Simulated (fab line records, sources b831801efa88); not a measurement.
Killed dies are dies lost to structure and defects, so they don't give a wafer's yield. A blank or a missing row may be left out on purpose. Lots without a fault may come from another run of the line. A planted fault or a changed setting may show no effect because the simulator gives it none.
fab line records | flow sky130
record lots=11 wafers=33 last_day=51
route steps=708 shown CONTACT@432 VIA1@460 VIA2@522 PAD_OPEN@708
lots that met no fault: from a run of the same line without faults
start_h: hours from the record's first day to the start of the lot's first wafer shown | wait_h: hours since the lot's step before | " the same as in the row above | L1.1+2: a row that stands for several wafers | - no value, or no start given | * or withheld: withheld | < > ~ a bound
route shown NAME@n: a module of which the file shows steps, and the number in the route of the first | usual: mean/standard deviation of fault-free wafers | same: alike in all rows | chamber/n: place in a boat | sites: the reading at each site | _std_site: their standard deviation | _edge_site: outer sites' mean less inner sites' | radius_mm: how far each site lies from the wafer's centre | mask NAME#n: copy n | behind: the tool/chamber that last shaped the wafer | hold: why the lot was held/for how many hours/how that ended | device: the transistor (n, p or np) that didn't switch | end of line: the same wafers' tests at the end of the route | a step without rows: its recipe alone | killed: dies lost to structure and defects at the first sort, not the wafer's yield | map: a wafer's dies, x killed, . not, _ none there
set.NAME: the setting as run; set.NAME@STEP: as run at that earlier step | model.NAME: the simulator's own value behind a step, which no gauge read
steps of the route over a sample of lots; a table a step, a row a wafer
services: from which hour (start_h, from the record's first day; less than 0 if before it) a tool's chamber was out of use, for how many hours, and why
## steps
# step SKY_CONTACT_THK_MEAS_26
# recipe thk_meas_gauge=xrf reads=W_of_CONTACT_CVD_24
# usual CONTACT_W_THK=348/3.7
# columns lot.wafer tool chamber start_h wait_h CONTACT_W_THK[nm]
L453.1 film_metro-01 - 768.31 0.1 344
L453.3 " - " " 348
L453.5 " - " " 349
L452.1 film_metro-03 - 769.16 0.1 348
L452.4 " - " " 347
L452.5 " - " " 345
L454.2 film_metro-01 - 779.49 0.1 352
L454.5 " - " " 351
L454.6 " - " " 355
L459.1 film_metro-02 - 814.18 0.1 347
L459.4 " - " " 348
L459.5 " - " " 344
L465.2 film_metro-01 - 860.81 0.1 350
L465.4 " - " " 348
L465.6 " - " " 347
L469.3 film_metro-02 - 884.44 0.1 348
L469.5 " - " " 353
L469.6 " - " " 356
L470.1 film_metro-03 - 888.34 0.1 350
L470.3 " - " " 350
L470.6 " - " " 355
L471.2 film_metro-03 - 897.47 0.1 347
L471.3 " - " " 345
L471.5 " - " " 352
L472.1 film_metro-03 - 902.89 0.1 349
L472.3 " - " " 354
L472.5 " - " " 350
L473.1 film_metro-01 - 918.28 0.1 346
L473.3 " - " " 348
L473.6 " - " " 351
L474.2 film_metro-02 - 919.94 0.1 345
L474.5 " - " " 346
L474.6 " - " " 351
# step SKY_VIA1_CMP_02
# recipe material=SiO2 down_force_psi=4 platen_rpm=60 pad_velocity_m_s=0.94248
# usual motor_current_A=12.6/1.4
# columns lot.wafer tool chamber start_h wait_h motor_current_A
L453.3 cmp-02 0 796.81 0.1 13.4
L453.1 " 2 " " 11.5
L453.5 " 0 " " 13.0
L452.4 cmp-01 1 798.29 0.0 14.1
L452.1 " 3 " " 10.9
L452.5 " 2 " " 11.5
L454.2 cmp-01 2 808.13 0.1 11.7
L454.6 " 1 " " 15.3
L454.5 " 2 " " 11.5
L459.4 cmp-02 0 842.44 0.0 12.7
L459.1 " 2 " " 11.7
L459.5 " 0 " " 12.9
L465.2 cmp-01 2 889.37 0.0 11.1
L465.4 " 3 " " 11.0
L465.6 " 3 " " 11.0
L469.3 cmp-01 0 912.17 0.0 14.0
L469.6 " 0 " " 13.1
L469.5 " 1 " " 14.7
L470.1 cmp-01 1 916.05 0.4 14.6
L470.3 " 3 " " 11.0
L470.6 " 0 " " 14.0
L471.2 cmp-02 3 925.61 0.0 10.9
L471.3 " 1 " " 12.3
L471.5 " 0 " " 12.8
L472.1 cmp-01 3 931.10 0.8 11.3
L472.3 " 0 " " 14.2
L472.5 " 1 " " 14.3
L473.3 cmp-02 1 945.49 0.0 13.2
L473.1 " 0 " " 13.1
L473.6 " 2 " " 11.5
L474.2 cmp-02 2 948.22 0.0 11.5
L474.5 " 2 " " 12.1
L474.6 " 3 " " 10.6
# step SKY_VIA1_BOW_MEAS_03
# recipe mode=bow
# usual VIA1_BOW=81/7.2
# columns lot.wafer tool chamber start_h wait_h VIA1_BOW[um]
L453.1 film_metro-04 - 797.06 0.1 72
L453.3 " - " " 83
L453.5 " - " " 78
L452.1 film_metro-03 - 798.59 0.1 93
L452.4 " - " " 86
L452.5 " - " " 94
L454.2 film_metro-02 - 808.40 0.2 80
L454.5 " - " " 91
L454.6 " - " " 86
L459.1 film_metro-04 - 842.74 0.1 91
L459.4 " - " " 83
L459.5 " - " " 81
L465.2 film_metro-04 - 889.69 0.3 81
L465.4 " - " " 90
L465.6 " - " " 96
L469.3 film_metro-03 - 912.51 0.3 78
L469.5 " - " " 74
L469.6 " - " " 78
L470.1 film_metro-02 - 916.30 0.2 90
L470.3 " - " " 79
L470.6 " - " " 90
L471.2 film_metro-04 - 925.93 0.3 85
L471.3 " - " " 76
L471.5 " - " " 83
L472.1 film_metro-02 - 931.30 0.1 81
L472.3 " - " " 76
L472.5 " - " " 73
L473.1 film_metro-03 - 945.79 0.1 72
L473.3 " - " " 85
L473.6 " - " " 86
L474.2 film_metro-03 - 948.54 0.3 92
L474.5 " - " " 81
L474.6 " - " " 81
# step SKY_VIA2_ETCH_15
# recipe target=SiO2 chemistry=C4F8/O2/Ar target_depth_nm=546 stop_on=TiN mask_material=KrF-thick source_w=1500 bias_w=1200 pressure_mtorr=40 c4f8_flow_sccm=withheld O2_flow_sccm=6 Ar_flow_sccm=300 time_s=84
# usual oes_product_au=0.940/0.0048 rf_fwd_power_W=1490/5.2
# columns lot.wafer tool chamber start_h wait_h oes_product_au rf_fwd_power_W rf_hours_counter_h
L453.1 rie_diel-01 0 880.78 0.0 0.943 1489 5
L453.3 " 1 " " 0.944 1499 13
L453.5 " 2 " " 0.938 1494 -
L452.1 rie_diel-04 3 880.90 0.0 0.942 1490 21
L452.4 " 2 " " 0.937 1496 -
L452.5 " 0 " " 0.931 1477 -
L454.2 rie_diel-02 3 892.55 0.0 0.949 1482 9
L454.5 " 3 " " 0.938 1486 -
L454.6 " 2 " " 0.940 1485 -
L459.1 rie_diel-02 3 926.85 0.0 0.939 1487 10
L459.4 " 2 " " 0.939 1491 8
L459.5 " 0 " " 0.944 1249 -
L465.2 rie_diel-01 2 968.40 0.0 0.939 1492 4
L465.4 " 0 " " 0.933 1485 7
L465.6 " 2 " " 0.949 1493 -
L469.3 rie_diel-04 2 991.18 0.0 0.934 1484 17
L469.5 " 1 " " 0.937 1498 -
L469.6 " 2 " " 0.938 1482 -
L470.1 rie_diel-01 2 994.20 0.0 0.935 1488 5
L470.3 " 3 " " 0.945 1484 0
L470.6 " 0 " " 0.937 1494 -
L471.2 rie_diel-04 3 1004.10 0.0 0.937 1489 25
L471.3 " 0 " " 0.940 1487 7
L471.5 " 0 " " 0.932 1481 -
L472.1 rie_diel-02 0 1008.63 0.0 0.937 1496 21
L472.3 " 2 " " 0.941 1490 10
L472.5 " 3 " " 0.932 1487 -
L473.1 rie_diel-04 0 1021.53 0.0 0.937 1483 7
L473.3 " 2 " " 0.938 1484 18
L473.6 " 1 " " 0.938 1490 -
L474.2 rie_diel-04 1 1023.90 0.0 0.937 1503 12
L474.5 " 1 " " 0.934 1495 -
L474.6 " 0 " " 0.938 1489 -
# step SKY_VIA2_STRIP_16
# recipe chemistry=O2/N2 power_w=1400 pressure_mtorr=1500 platen_temp_c=withheld o2_flow_sccm=3000 n2_flow_sccm=300 overash_fraction=0.5
# usual drypump_motor_current_A=5.7/0.34 oes_product_au=0.399/0.0045 strip_time_to_endpoint_s=4.054/0.023
# columns lot.wafer tool chamber start_h wait_h drypump_motor_current_A oes_product_au rf_hours_counter_h strip_time_to_endpoint_s
L453.1 plasma_asher-04 1 880.84 0.0 5.7 0.390 44 4.024
L453.3 " 1 " " 5.7 0.399 - 4.044
L453.5 " 1 " " 5.7 0.403 - 4.044
L452.1 plasma_asher-01 1 880.96 0.0 5.7 0.398 14 4.031
L452.4 " 0 " " 5.0 0.399 - 4.036
L452.5 " 0 " " 5.0 0.403 - 4.083
L454.2 plasma_asher-04 0 892.61 0.0 6.2 0.408 45 4.092
L454.5 " 1 " " 5.7 0.404 - 4.087
L454.6 " 0 " " 6.2 0.397 - 4.053
L459.1 plasma_asher-01 0 926.91 0.0 5.0 0.408 18 4.077
L459.4 " 1 " " 5.7 0.399 - 4.073
L459.5 " 0 " " 5.0 0.398 - 4.130
L465.2 plasma_asher-03 0 968.46 0.0 5.7 0.408 116 4.041
L465.4 " 1 " " 5.6 0.397 - 4.047
L465.6 " 0 " " 5.6 0.407 - 4.061
L469.3 plasma_asher-04 1 991.28 0.1 5.6 0.396 - 4.006
L469.5 " 1 " " 5.7 0.396 - 4.025
L469.6 " 0 " " 6.1 0.399 - 4.044
L470.1 plasma_asher-01 0 994.26 0.0 5.0 0.395 24 4.063
L470.3 " 1 " " 5.7 0.400 - 4.052
L470.6 " 1 " " 5.7 0.405 - 4.054
L471.2 plasma_asher-03 1 1004.16 0.0 5.6 0.392 119 3.996
L471.3 " 0 " " 5.7 0.410 - 4.084
L471.5 " 0 " " 5.7 0.397 - 4.079
L472.1 plasma_asher-01 0 1008.69 0.0 5.0 0.402 26 4.050
L472.3 " 1 " " 5.7 0.398 - 4.021
L472.5 " 0 " " 5.0 0.398 - 4.098
L473.1 plasma_asher-04 0 1021.59 0.0 6.1 0.400 58 4.062
L473.3 " 0 " " 6.1 0.403 - 4.018
L473.6 " 1 " " 5.7 0.396 - 4.075
L474.2 plasma_asher-03 1 1023.96 0.0 5.6 0.402 121 4.017
L474.5 " 1 " " 5.6 0.403 - 4.046
L474.6 " 0 " " 5.7 0.400 - 4.053
# step SKY_PAD_OPEN_PROBE_99
# usual defect_limited_yield=82.5/2.2 killed_at_M0_to_M3=43/7.5 killed_at_M4_up=3.2/1.9 killed_at_contacts=24/5.6 killed_at_front_end=15/4.8 killed_at_other=0.2/0.54 killed_dies=86/11 killed_open=47/7.6 killed_short=39/7.1 sort_bin_3_pad_short=0.8/0.36 sort_bin_5_function=10.4/1.6 sort_bin_6_memory=6.3/1.3 sort_n_pass=406/11 sort_yield_pct=82.5/2.2
# same gross_dies=492 killed_at_back_side=0 sort_bin_4_leakage[%]=0 sort_bin_8_speed[%]=0
# columns lot.wafer tool chamber start_h wait_h defect_limited_yield[%] killed_at_M0_to_M3 killed_at_M4_up killed_at_contacts killed_at_front_end killed_at_other killed_dies killed_open killed_short sort_bin_3_pad_short[%] sort_bin_5_function[%] sort_bin_6_memory[%] sort_n_pass sort_yield_pct[%]
L454.2 prober-01 - 1118.70 0.1 82.1 48 6 22 12 0 88 44 44 0.8 11.6 5.5 404 82.1
L454.5 prober-01 - 1118.85 0.2 82.7 42 1 24 17 1 85 44 41 1.0 8.7 7.5 407 82.7
L454.6 prober-01 - 1118.90 0.2 82.9 46 0 23 15 0 84 46 38 0.6 7.9 8.5 408 82.9
L459.1 prober-01 - 1144.48 0.1 81.1 40 3 35 15 0 93 53 40 1.4 10.4 7.1 399 81.1
L459.4 prober-01 - 1144.63 0.2 82.9 45 3 21 15 0 84 44 40 0.8 10.6 5.7 408 82.9
L459.5 prober-01 - 1144.68 0.2 83.1 50 2 18 13 0 83 39 44 0.8 12.2 3.9 409 83.1
L465.2 prober-02 - 1173.99 0.1 78.7 55 4 31 15 0 105 66 39 0.6 12.6 8.1 387 78.7
L465.4 prober-02 - 1174.09 0.2 80.1 49 4 28 15 2 98 51 47 1.0 12.0 6.9 394 80.1
L465.6 prober-02 - 1174.19 0.2 81.5 48 5 27 11 0 91 59 32 0.4 10.4 7.7 401 81.5
L469.3 prober-01 - 1190.91 0.2 80.3 47 2 28 20 0 97 63 34 0.6 10.4 8.7 395 80.3
L469.5 prober-01 - 1191.01 0.2 79.3 48 2 34 17 1 102 52 50 1.4 11.8 7.5 390 79.3
L469.6 prober-01 - 1191.06 0.2 82.1 54 2 18 14 0 88 54 34 0.8 11.6 5.5 404 82.1
L470.1 prober-02 - 1193.11 0.1 81.9 41 3 26 18 1 89 48 41 0.8 11.0 6.3 403 81.9
L470.3 prober-02 - 1193.21 0.2 80.5 40 2 37 17 0 96 51 45 1.0 13.0 5.5 396 80.5
L470.6 prober-02 - 1193.36 0.2 85.2 29 2 21 21 0 73 35 38 1.0 9.1 4.7 419 85.2
L471.2 prober-01 - 1201.20 0.1 85.4 40 2 17 13 0 72 33 39 1.0 8.3 5.3 420 85.4
L471.3 prober-01 - 1201.25 0.2 87.4 36 2 11 13 0 62 31 31 0.8 8.5 3.3 430 87.4
L471.5 prober-01 - 1201.35 0.2 85.4 37 2 13 20 0 72 41 31 0.8 9.3 4.5 420 85.4
L472.1 prober-02 - 1203.77 0.1 82.5 42 4 19 21 0 86 55 31 0.8 7.3 9.3 406 82.5
L472.3 prober-02 - 1203.87 0.2 78.0 45 6 31 26 0 108 47 61 1.4 11.6 8.9 384 78.0
L472.5 prober-02 - 1203.97 0.2 82.9 44 2 27 11 0 84 51 33 0.6 11.2 5.3 408 82.9
L473.1 prober-01 - 1214.21 0.1 81.9 38 3 21 27 0 89 50 39 0.4 10.6 7.1 403 81.9
L473.3 prober-01 - 1214.31 0.2 85.8 33 4 18 14 1 70 36 34 0.4 6.9 6.9 422 85.8
L473.6 prober-01 - 1214.46 0.2 80.9 47 1 26 20 0 94 45 49 1.0 12.4 5.7 398 80.9
L474.2 prober-02 - 1215.06 0.1 80.9 46 2 25 21 0 94 51 43 1.0 13.2 4.9 398 80.9
L474.5 prober-02 - 1215.21 0.2 81.9 44 3 25 17 0 89 55 34 0.6 10.4 7.1 403 81.9
L474.6 prober-02 - 1215.26 0.2 79.5 56 1 24 19 1 101 45 56 1.2 11.8 7.5 391 79.5
# killed by level:class
L454.2 VIA1:geometric_particle:open=10 CONTACT:geometric_particle:open=7 VIA3:geometric_particle:open=7 METAL3:geometric_particle:short=7 LI_CONTACT:geometric_particle:open=6 FIELD_ISO:geometric_particle:short=5 VIA2:geometric_particle:open=5 METAL4:geometric_particle:short=5
L454.5 VIA1:geometric_particle:open=13 CONTACT:geometric_particle:open=7 VIA3:geometric_particle:open=6 POLY_GATE:geometric_particle:open=6 LI_CONTACT:geometric_particle:open=6 LOCAL_INTERCONNECT:geometric_particle:short=6 METAL2:geometric_particle:short=6 FIELD_ISO:geometric_particle:short=4
L454.6 VIA1:geometric_particle:open=14 CONTACT:geometric_particle:open=9 CONTACT:geometric_particle:short=7 VIA1:geometric_particle:short=7 METAL3:geometric_particle:short=7 POLY_GATE:geometric_particle:open=5 LI_CONTACT:geometric_particle:open=5 VIA3:geometric_particle:open=4
L459.1 CONTACT:geometric_particle:open=15 VIA3:geometric_particle:open=8 VIA1:geometric_particle:open=7 LOCAL_INTERCONNECT:geometric_particle:short=6 CONTACT:geometric_particle:short=6 METAL1:geometric_particle:short=6 FIELD_ISO:geometric_particle:open=5 LI_CONTACT:geometric_particle:short=4
L459.4 VIA1:geometric_particle:open=11 LI_CONTACT:geometric_particle:open=8 METAL2:geometric_particle:short=8 VIA3:geometric_particle:open=8 VIA1:geometric_particle:short=6 CONTACT:geometric_particle:short=6 CONTACT:geometric_particle:open=5 METAL1:geometric_particle:short=5
L459.5 VIA1:geometric_particle:open=8 METAL1:geometric_particle:short=7 METAL2:geometric_particle:short=7 LOCAL_INTERCONNECT:geometric_particle:short=6 VIA2:geometric_particle:open=6 VIA3:geometric_particle:open=6 LI_CONTACT:geometric_particle:open=5 CONTACT:geometric_particle:open=5
L465.2 CONTACT:geometric_particle:open=15 VIA3:geometric_particle:open=14 VIA1:geometric_particle:open=11 METAL1:geometric_particle:short=10 CONTACT:geometric_particle:short=7 LI_CONTACT:geometric_particle:open=6 FIELD_ISO:geometric_particle:open=5 VIA2:geometric_particle:open=5
L465.4 VIA1:geometric_particle:open=15 CONTACT:geometric_particle:open=8 METAL1:geometric_particle:short=7 LI_CONTACT:geometric_particle:open=6 LOCAL_INTERCONNECT:geometric_particle:short=6 METAL3:geometric_particle:short=5 CONTACT:geometric_particle:short=5 VIA2:geometric_particle:open=5
L465.6 VIA1:geometric_particle:open=14 CONTACT:geometric_particle:open=13 VIA2:geometric_particle:open=8 VIA3:geometric_particle:open=8 LI_CONTACT:geometric_particle:open=6 CONTACT:geometric_particle:short=6 VIA2:geometric_particle:short=5 POLY_GATE:geometric_particle:short=4
L469.3 CONTACT:geometric_particle:open=11 LI_CONTACT:geometric_particle:open=10 VIA2:geometric_particle:open=10 VIA1:geometric_particle:open=10 FIELD_ISO:geometric_particle:open=7 METAL2:geometric_particle:short=7 VIA3:geometric_particle:open=7 FIELD_ISO:geometric_particle:short=6
L469.5 CONTACT:geometric_particle:open=14 VIA3:geometric_particle:open=11 LI_CONTACT:geometric_particle:open=9 VIA1:geometric_particle:short=8 METAL2:geometric_particle:short=6 FIELD_ISO:geometric_particle:short=5 CONTACT:geometric_particle:short=5 VIA1:geometric_particle:open=5
L469.6 VIA1:geometric_particle:open=19 VIA3:geometric_particle:open=6 LI_CONTACT:geometric_particle:open=5 VIA1:geometric_particle:short=5 FIELD_ISO:geometric_particle:open=4 LOCAL_INTERCONNECT:geometric_particle:short=4 CONTACT:geometric_particle:open=4 METAL1:geometric_particle:short=4
L470.1 CONTACT:geometric_particle:open=14 FIELD_ISO:geometric_particle:open=7 METAL3:geometric_particle:short=7 VIA1:geometric_particle:open=7 METAL1:geometric_particle:short=6 VIA2:geometric_particle:open=6 POLY_GATE:geometric_particle:short=4 LI_CONTACT:geometric_particle:open=4
L470.3 CONTACT:geometric_particle:open=14 VIA1:geometric_particle:open=11 LOCAL_INTERCONNECT:geometric_particle:short=7 CONTACT:geometric_particle:short=7 LI_CONTACT:geometric_particle:open=6 POLY_GATE:geometric_particle:short=5 METAL1:geometric_particle:short=5 FIELD_ISO:geometric_particle:open=4
L470.6 CONTACT:geometric_particle:open=6 VIA1:geometric_particle:open=6 FIELD_ISO:geometric_particle:short=5 POLY_GATE:geometric_particle:open=5 LI_CONTACT:geometric_particle:open=5 VIA1:geometric_particle:short=5 SPACER:geometric_particle:short=4 LI_CONTACT:geometric_particle:short=4
L471.2 VIA1:geometric_particle:open=12 METAL1:geometric_particle:short=7 CONTACT:geometric_particle:open=6 FIELD_ISO:geometric_particle:short=5 POLY_GATE:geometric_particle:open=4 LOCAL_INTERCONNECT:geometric_particle:short=4 CONTACT:geometric_particle:short=4 VIA2:geometric_particle:short=4
L471.3 VIA2:geometric_particle:open=8 FIELD_ISO:geometric_particle:short=5 VIA1:geometric_particle:open=5 METAL2:geometric_particle:short=5 FIELD_ISO:geometric_particle:open=4 VIA1:geometric_particle:short=4 VIA3:geometric_particle:open=4 POLY_GATE:geometric_particle:short=3
L471.5 FIELD_ISO:geometric_particle:open=8 VIA1:geometric_particle:open=7 VIA3:geometric_particle:open=7 LI_CONTACT:geometric_particle:open=5 METAL2:geometric_particle:short=5 VIA2:geometric_particle:open=5 CONTACT:geometric_particle:short=4 VIA2:geometric_particle:short=4
L472.1 VIA1:geometric_particle:open=12 POLY_GATE:geometric_particle:open=8 CONTACT:geometric_particle:open=7 VIA3:geometric_particle:open=7 VIA2:geometric_particle:open=6 FIELD_ISO:geometric_particle:short=4 FIELD_ISO:geometric_particle:open=4 LI_CONTACT:geometric_particle:open=4
L472.3 LI_CONTACT:geometric_particle:open=12 POLY_GATE:geometric_particle:short=8 METAL1:geometric_particle:short=8 FIELD_ISO:geometric_particle:short=7 VIA1:geometric_particle:open=7 CONTACT:geometric_particle:open=7 POLY_GATE:geometric_particle:open=5 VIA3:geometric_particle:open=5
L472.5 VIA1:geometric_particle:open=14 CONTACT:geometric_particle:open=12 LI_CONTACT:geometric_particle:open=7 VIA2:geometric_particle:open=6 CONTACT:geometric_particle:short=5 METAL1:geometric_particle:short=4 VIA1:geometric_particle:short=4 METAL1:geometric_particle:open=3
L473.1 VIA1:geometric_particle:open=11 POLY_GATE:geometric_particle:short=9 FIELD_ISO:geometric_particle:open=7 CONTACT:geometric_particle:open=7 VIA1:geometric_particle:short=6 VIA2:geometric_particle:open=5 POLY_GATE:geometric_particle:open=5 LI_CONTACT:geometric_particle:open=5
L473.3 CONTACT:geometric_particle:open=6 METAL1:geometric_particle:short=6 VIA1:geometric_particle:open=6 FIELD_ISO:geometric_particle:open=5 FIELD_ISO:geometric_particle:short=5 LI_CONTACT:geometric_particle:open=5 VIA2:geometric_particle:open=5 METAL2:geometric_particle:short=4
L473.6 VIA1:geometric_particle:open=13 CONTACT:geometric_particle:open=13 METAL1:geometric_particle:short=10 FIELD_ISO:geometric_particle:short=8 POLY_GATE:geometric_particle:short=7 LI_CONTACT:geometric_particle:open=7 METAL2:geometric_particle:short=6 VIA3:geometric_particle:open=6
L474.2 VIA1:geometric_particle:open=13 LI_CONTACT:geometric_particle:short=7 POLY_GATE:geometric_particle:open=7 FIELD_ISO:geometric_particle:open=6 VIA2:geometric_particle:open=6 CONTACT:geometric_particle:open=6 METAL2:geometric_particle:short=6 FIELD_ISO:geometric_particle:short=5
L474.5 VIA1:geometric_particle:open=15 LI_CONTACT:geometric_particle:open=10 FIELD_ISO:geometric_particle:short=9 CONTACT:geometric_particle:open=7 VIA3:geometric_particle:open=7 METAL2:geometric_particle:short=5 VIA1:geometric_particle:short=5 METAL1:geometric_particle:short=4
L474.6 VIA1:geometric_particle:open=13 CONTACT:geometric_particle:open=12 METAL2:geometric_particle:short=10 FIELD_ISO:geometric_particle:short=8 VIA1:geometric_particle:short=8 VIA2:geometric_particle:open=7 LI_CONTACT:geometric_particle:short=5 METAL1:geometric_particle:short=5
## services
# columns tool chamber start_h hours kind
rie_diel-04 0 790.42 - clean
rie_diel-04 0 790.42 17.4 scheduled_down
rie_diel-04 0 790.42 17.4 vent_cycle
rie_diel-04 2 791.05 6.6 repair
cmp-02 - 792.21 2.7 pm
rie_diel-02 0 801.98 1.8 repair
cmp-01 - 824.00 2.6 repair
plasma_asher-03 - 825.60 2.8 pm
cmp-02 - 847.37 3.4 repair
rie_diel-04 1 858.88 27.6 repair
cmp-02 - 868.86 7.6 pm
cmp-01 - 870.98 2.0 repair
plasma_asher-03 - 890.21 1.0 repair
plasma_asher-01 - 894.47 7.6 repair
cmp-02 - 912.11 4.0 pm
cmp-02 - 916.11 - consumable_replace:conditioner
cmp-01 - 928.40 1.4 repair
cmp-02 - 928.72 2.0 repair
cmp-01 - 929.55 0.9 repair
rie_diel-02 1 936.76 2.9 repair
cmp-02 - 960.62 4.5 repair
plasma_asher-01 - 964.30 4.3 pm
rie_diel-02 1 997.26 3.1 repair
cmp-02 - 999.46 1.2 repair
## key
first_sign step=SKY_VIA2_ETCH_15 reading=rf_fwd_power_W direction=down sigmas=47 usual=1490 struck=1249
effect step=SKY_VIA2_STRIP_16 reading=strip_time_to_endpoint_s direction=up sigmas=3.3 usual=* struck=*
met_at SKY_VIA2_ETCH_15
struck_lots L459
struck_wafers L459.5
not_acting_at SKY_CONTACT_THK_MEAS_26,SKY_VIA1_CMP_02,SKY_VIA1_BOW_MEAS_03
fault kind=process_parameter_drift tool=rie_diel-02 chamber=0 onset_h=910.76 steps=SKY_VIA2_ETCH_15 channel=source_w offset=-240 shape=step end_h=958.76 acts_in=these_recipes_only stated=1500
